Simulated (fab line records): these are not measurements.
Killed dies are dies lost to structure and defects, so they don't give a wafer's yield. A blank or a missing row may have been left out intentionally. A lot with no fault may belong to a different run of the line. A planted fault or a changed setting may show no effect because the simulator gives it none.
fab line records	flow sky130
[record] lots = 11	wafers = 33	last-day = 50
route steps=708 shown LI_CONTACT@384 LOCAL_INTERCONNECT@400 CONTACT@411
lots with no fault: from the same line, run without faults
start-h: the number of hours between the record's first day and the start of the first shown wafer of the lot	wait-h: time in hours since the lot's previous step	" identical to the entry in the row above	L1.1+2: a row that stands for several wafers	- no value, or no start was given	* or withheld: withheld	< > ~ a bound
route shown NAME@n: names a module that has steps shown in the file, with the first one's number in the route	usual: mean/standard deviation of fault-free wafers	same: alike in all rows	chamber/n: place in a boat	sites: per-site readings	_std_site: how widely they spread, as a standard deviation	_edge_site: the outer-site mean with the inner-site mean subtracted	radius-mm: for every site, how far away it sits from the centre of the wafer	mask NAME#n: copy n	behind: the most recent tool/chamber to have shaped the wafer	hold: why the lot went on hold/how many hours it stayed there/how the hold came to an end	device: the n, p or np transistor that did not switch	end of line: the route-end tests of the same wafers	a step with no rows: only its recipe	killed: not the wafer's yield, but the dies lost to structure and defects at the first sort	map: a wafer's dies, x killed, . not, _ none there
set.NAME: the setting the step ran with; set.NAME@STEP: the setting that earlier step ran with	model.NAME: the simulator's own value behind a step, which no gauge read
one table for each step of the route and one row for each wafer, over a sample of lots
services: from which hour (start-h, from the record's first day; less than 0 if before it) a tool's chamber was out of use, for how many hours, and why
[[steps]]
[step SKY_LI_CONTACT_RS_MEAS_22]
[recipe] thk-meas-gauge = four-point-probe	reads = W_of_LI_CONTACT_CVD_21+TiN_of_LI_CONTACT_SPUTTER_20+Ti_of_LI_CONTACT_SPUTTER_19
[usual] LI_CONTACT_W_RS = 0.283/0.0073
lot.wafer	tool	chamber	start-h	wait-h	LI_CONTACT_W_RS[ohm/sq]
L610.2	film-metro-04	-	675.73	0.1	0.289
L610.5	"	-	"	"	0.289
L610.6	"	-	"	"	0.277
L611.3	film-metro-04	-	694.07	0.1	0.289
L611.5	"	-	"	"	0.279
L611.6	"	-	"	"	0.287
L613.2	film-metro-02	-	703.38	0.1	0.273
L613.3	"	-	"	"	0.288
L613.4	"	-	"	"	0.271
L622.3	film-metro-01	-	781.55	0.1	0.290
L622.5	"	-	"	"	0.275
L622.6	"	-	"	"	0.292
L623.1	film-metro-01	-	789.31	0.1	0.289
L623.5	"	-	"	"	0.270
L623.6	"	-	"	"	0.294
L624.1	film-metro-01	-	796.58	0.1	0.292
L624.3	"	-	"	"	0.274
L624.4	"	-	"	"	0.292
L625.2	film-metro-04	-	807.07	0.1	0.276
L625.3	"	-	"	"	0.294
L625.4	"	-	"	"	0.276
L628.1	film-metro-02	-	821.13	0.1	0.281
L628.3	"	-	"	"	0.279
L628.5	"	-	"	"	0.284
L630.1	film-metro-02	-	837.62	0.1	0.277
L630.5	"	-	"	"	0.279
L630.6	"	-	"	"	0.291
L631.1	film-metro-02	-	841.51	0.1	0.287
L631.4	"	-	"	"	0.278
L631.5	"	-	"	"	0.276
L632.1	film-metro-01	-	847.92	0.2	0.271
L632.2	"	-	"	"	0.274
L632.5	"	-	"	"	0.272
[step SKY_LOCAL_INTERCONNECT_ETCH_13]
[recipe] chemistry = N2/H2	target = BARC	ion-energy-ev = 200	bias-w = 100	pressure-mtorr = 30	n2-flow-sccm = 100	h2-flow-sccm = 200	icp-w = 500	stop-on = SiO2	time-s = 45.9	target-depth-a = 600
[usual] chamber-pressure-mTorr = 30.002/0.027	drypump-motor-current-A = 5.7/0.38	oes-product-au = 0.854/0.0047	throttle-valve-pct = 13.224/0.009
[same] time-s = 45.9
lot.wafer	tool	chamber	start-h	wait-h	chamber-pressure-mTorr	drypump-motor-current-A	oes-product-au	rf-hours-counter-h	throttle-valve-pct
L610.2	rie-metal-03	0	704.61	0.0	29.988	5.5	0.855	12	13.237
L610.5	"	1	"	"	30.024	5.3	0.846	-	13.224
L610.6	"	0	"	"	29.996	5.5	0.861	-	13.227
L611.3	rie-metal-04	0	722.83	0.0	30.058	6.5	0.861	-	13.231
L611.5	"	1	"	"	30.043	5.3	0.851	-	13.226
L611.6	"	0	"	"	29.948	6.5	0.858	-	13.216
L613.2	rie-metal-01	0	731.81	0.0	30.071	5.8	0.852	8	13.218
L613.3	"	1	"	"	30.036	5.5	0.848	-	13.227
L613.4	"	0	"	"	30.015	5.8	0.853	-	13.242
L622.3	rie-metal-04	0	809.22	0.0	30.019	6.5	0.860	-	13.239
L622.5	"	0	"	"	29.980	6.5	0.856	-	13.218
L622.6	"	1	"	"	30.020	5.3	0.853	-	13.215
L623.1	rie-metal-04	1	817.30	0.0	29.978	5.3	0.854	8	13.216
L623.5	"	0	"	"	30.016	6.5	0.851	-	13.220
L623.6	"	1	"	"	29.991	5.3	0.852	-	13.222
L624.1	rie-metal-04	1	824.51	0.0	30.034	5.3	0.847	9	13.235
L624.3	"	1	"	"	30.033	5.3	0.860	-	13.237
L624.4	"	0	"	"	29.981	6.5	0.859	-	13.221
L625.2	rie-metal-01	1	834.75	0.0	29.979	5.5	0.855	9	13.217
L625.3	"	1	"	"	29.988	5.5	0.854	-	13.231
L625.4	"	0	"	"	30.006	5.8	0.863	-	13.226
L628.1	rie-metal-01	0	847.76	0.0	29.979	5.8	0.848	12	13.219
L628.3	"	1	"	"	29.977	5.5	0.858	-	13.219
L628.5	"	1	"	"	29.977	5.5	0.850	-	13.218
L630.1	rie-metal-03	0	864.36	0.0	29.999	5.5	0.853	1	13.227
L630.5	"	0	"	"	29.990	5.5	0.847	-	13.211
L630.6	"	1	"	"	30.058	5.3	0.856	-	13.212
L631.1	rie-metal-03	0	868.01	0.0	30.030	5.5	0.855	1	13.228
L631.4	"	0	"	"	30.043	5.5	0.851	-	13.209
L631.5	"	1	"	"	30.002	5.3	0.853	-	13.217
L632.1	rie-metal-03	0	874.75	0.0	29.999	5.5	0.850	1	13.232
L632.2	"	1	"	"	30.025	5.3	0.845	13	13.231
L632.5	"	0	"	"	30.027	5.5	0.855	-	13.219
[step SKY_LOCAL_INTERCONNECT_METAL_ETCH_14]
[recipe] target-depth-nm = 110	stop-on = PSG	chemistry = Cl2/BCl3	target = TiN	resist-sidewall-deg = 88	pressure-mtorr = 10	icp-w = 900	bias-w = 48.5	Cl2_flow_sccm = 60	bcl3-flow-sccm = 30	time-s = 31.4
[usual] chamber-pressure-mTorr = 9.999/0.0095	drypump-motor-current-A = 5.7/0.38	oes-product-au = 0.938/0.0073	throttle-valve-pct = 21.904/0.0093
[same] time-s = 31.4
lot.wafer	tool	chamber	start-h	wait-h	chamber-pressure-mTorr	drypump-motor-current-A	oes-product-au	rf-hours-counter-h	throttle-valve-pct
L610.2	rie-metal-03	0	704.67	0.0	9.994	5.5	0.933	12	21.909
L610.5	"	1	"	"	10.005	5.3	0.936	-	21.892
L610.6	"	0	"	"	9.986	5.5	0.929	-	21.904
L611.3	rie-metal-04	0	722.89	0.0	9.998	6.5	0.924	-	21.914
L611.5	"	1	"	"	10.002	5.3	0.942	-	21.908
L611.6	"	0	"	"	9.995	6.5	0.945	-	21.916
L613.2	rie-metal-01	0	731.87	0.0	9.985	5.9	0.945	8	21.894
L613.3	"	1	"	"	10.003	5.5	0.934	-	21.901
L613.4	"	0	"	"	9.989	5.8	0.936	-	21.907
L622.3	rie-metal-04	0	809.28	0.0	9.990	6.5	0.942	-	21.919
L622.5	"	0	"	"	9.988	6.5	0.923	-	21.900
L622.6	"	1	"	"	9.997	5.3	0.934	-	21.920
L623.1	rie-metal-04	1	817.36	0.0	9.995	5.3	0.947	9	21.910
L623.5	"	0	"	"	9.982	6.5	0.958	-	21.898
L623.6	"	1	"	"	10.000	5.3	0.944	-	21.901
L624.1	rie-metal-04	1	824.58	0.0	10.002	5.3	0.938	9	21.908
L624.3	"	1	"	"	10.003	5.3	0.939	-	21.907
L624.4	"	0	"	"	10.004	6.5	0.936	-	21.898
L625.2	rie-metal-01	1	834.81	0.0	9.987	5.5	0.947	9	21.903
L625.3	"	1	"	"	9.997	5.5	0.956	-	21.903
L625.4	"	0	"	"	9.986	5.8	0.945	-	21.912
L628.1	rie-metal-01	0	847.82	0.0	9.994	5.8	0.947	12	21.901
L628.3	"	1	"	"	10.021	5.5	0.940	-	21.893
L628.5	"	1	"	"	9.996	5.5	0.938	-	21.904
L630.1	rie-metal-03	0	864.43	0.0	10.004	5.5	0.949	1	21.910
L630.5	"	0	"	"	9.992	5.5	0.944	-	21.900
L630.6	"	1	"	"	9.995	5.3	0.941	-	21.907
L631.1	rie-metal-03	0	868.08	0.0	10.003	5.5	0.940	1	21.909
L631.4	"	0	"	"	9.991	5.5	0.928	-	21.906
L631.5	"	1	"	"	9.988	5.3	0.935	-	21.910
L632.1	rie-metal-03	0	874.81	0.0	10.011	5.5	0.925	1	21.889
L632.2	"	1	"	"	10.003	5.3	0.943	13	21.900
L632.5	"	0	"	"	9.992	5.5	0.935	-	21.889
[step SKY_LOCAL_INTERCONNECT_STRIP_15]
[recipe] chemistry = O2/N2	power-w = 1400	pressure-mtorr = 1500	platen-temp-c = withheld	o2-flow-sccm = 3000	n2-flow-sccm = 300	overash-fraction = 0.5
[usual] chamber-pressure-mTorr = 1499.9/1.3	drypump-motor-current-A = 6.1/0.51	oes-product-au = 0.426/0.0044	strip-time-to-endpoint-s = 4.713/0.019
[same] overash-fraction = 0.5
lot.wafer	tool	chamber	start-h	wait-h	chamber-pressure-mTorr	drypump-motor-current-A	oes-product-au	rf-hours-counter-h	strip-time-to-endpoint-s
L610.2	plasma-asher-04	0	704.72	0.0	1500.0	6.4	0.427	28	4.723
L610.5	"	1	"	"	1498.2	6.5	0.425	-	4.699
L610.6	"	0	"	"	1498.6	6.4	0.428	-	4.715
L611.3	plasma-asher-03	1	722.96	0.1	1500.3	6.3	0.423	-	4.753
L611.5	"	0	"	"	1499.6	6.1	0.424	-	4.714
L611.6	"	1	"	"	1498.7	6.3	0.433	-	4.730
L613.2	plasma-asher-04	0	731.93	0.0	1499.0	6.4	0.423	30	4.683
L613.3	"	0	"	"	1499.9	6.4	0.420	-	4.700
L613.4	"	1	"	"	1498.3	6.4	0.425	-	4.692
L622.3	plasma-asher-03	0	809.35	0.1	1499.7	6.1	0.424	-	4.738
L622.5	"	1	"	"	1500.0	6.3	0.420	-	4.749
L622.6	"	0	"	"	1498.6	6.0	0.426	-	4.687
L623.1	plasma-asher-03	0	817.41	0.0	1497.2	6.1	0.419	101	4.778
L623.5	"	0	"	"	1500.7	6.1	0.429	-	4.806
L623.6	"	1	"	"	1499.6	6.3	0.430	-	4.779
L624.1	plasma-asher-04	0	824.63	0.0	1498.5	6.4	0.433	37	4.744
L624.3	"	1	"	"	1499.0	6.4	0.427	-	4.758
L624.4	"	0	"	"	1500.3	6.4	0.437	-	4.794
L625.2	plasma-asher-04	1	834.86	0.0	1498.2	6.4	0.431	38	4.709
L625.3	"	1	"	"	1497.3	6.4	0.427	-	4.687
L625.4	"	0	"	"	1500.8	6.4	0.428	-	4.737
L628.1	plasma-asher-03	0	847.88	0.0	1498.1	6.1	0.433	104	4.717
L628.3	"	1	"	"	1500.5	6.3	0.425	-	4.686
L628.5	"	1	"	"	1502.0	6.3	0.427	-	4.680
L630.1	plasma-asher-03	1	864.48	0.0	1499.8	6.3	0.433	106	4.719
L630.5	"	0	"	"	1497.6	6.1	0.425	-	4.717
L630.6	"	1	"	"	1498.2	6.3	0.425	-	4.713
L631.1	plasma-asher-04	0	868.13	0.0	1499.1	6.4	0.428	41	4.725
L631.4	"	0	"	"	1499.7	6.4	0.424	-	4.717
L631.5	"	1	"	"	1500.8	6.4	0.429	-	4.721
L632.1	plasma-asher-02	0	874.86	0.0	1501.2	6.6	0.422	75	4.746
L632.2	"	1	"	"	1499.1	4.9	0.432	75	4.737
L632.5	"	1	"	"	1499.7	4.9	0.434	-	4.740
[step SKY_CONTACT_BOW_MEAS_05]
[recipe] mode = bow
[usual] CONTACT_BOW = 80/6.6
lot.wafer	tool	chamber	start-h	wait-h	CONTACT_BOW[um]
L610.2	film-metro-04	-	706.29	0.2	81
L610.5	"	-	"	"	74
L610.6	"	-	"	"	76
L611.3	film-metro-03	-	724.08	0.3	81
L611.5	"	-	"	"	66
L611.6	"	-	"	"	78
L613.2	film-metro-04	-	733.08	0.2	93
L613.3	"	-	"	"	80
L613.4	"	-	"	"	85
L622.3	film-metro-03	-	810.51	0.3	73
L622.5	"	-	"	"	92
L622.6	"	-	"	"	86
L623.1	film-metro-01	-	818.64	0.1	71
L623.5	"	-	"	"	74
L623.6	"	-	"	"	82
L624.1	film-metro-03	-	825.75	0.1	75
L624.3	"	-	"	"	80
L624.4	"	-	"	"	93
L625.2	film-metro-04	-	836.00	0.3	68
L625.3	"	-	"	"	84
L625.4	"	-	"	"	84
L628.1	film-metro-04	-	849.03	0.2	90
L628.3	"	-	"	"	87
L628.5	"	-	"	"	95
L630.1	film-metro-01	-	865.59	0.2	78
L630.5	"	-	"	"	79
L630.6	"	-	"	"	73
L631.1	film-metro-03	-	869.24	0.1	83
L631.4	"	-	"	"	76
L631.5	"	-	"	"	77
L632.1	film-metro-01	-	875.98	0.1	87
L632.2	"	-	"	"	90
L632.5	"	-	"	"	78
[[services]]
tool	chamber	start-h	hours	kind
rie-metal-03	-	716.96	15.6	pm
plasma-asher-04	-	770.00	29.4	repair
rie-metal-03	0	822.01	-	clean
rie-metal-03	0	822.01	21.8	scheduled-down
rie-metal-03	0	822.01	21.8	vent-cycle
rie-metal-04	-	833.85	0.3	repair
[[key]]
[first-sign] step = SKY_LOCAL_INTERCONNECT_STRIP_15	reading = strip-time-to-endpoint-s	direction = up	sigmas = 3.2	usual = *	struck = *
effect none on later readings
met-at SKY_LOCAL_INTERCONNECT_ETCH_13
struck-lots L623,L624
tester-left-out L623,L624
not-acting-at SKY_LI_CONTACT_RS_MEAS_22,SKY_LOCAL_INTERCONNECT_METAL_ETCH_14,SKY_CONTACT_BOW_MEAS_05
onset-between 809.22 817.30
[fault] kind = process-parameter-drift	tool = rie-metal-04	chamber = -	onset-h = 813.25	steps = SKY_LOCAL_INTERCONNECT_ETCH_13	channel = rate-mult	offset = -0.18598	shape = step	end-h = 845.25
// tester-left-out: of these lots the tester's yield and bins aren't shown, on N5 and GAA mostly nor the transistor test; their killed dies are dies lost to structure and defects alone, not to doping, threshold or leakage, so they don't give the yield
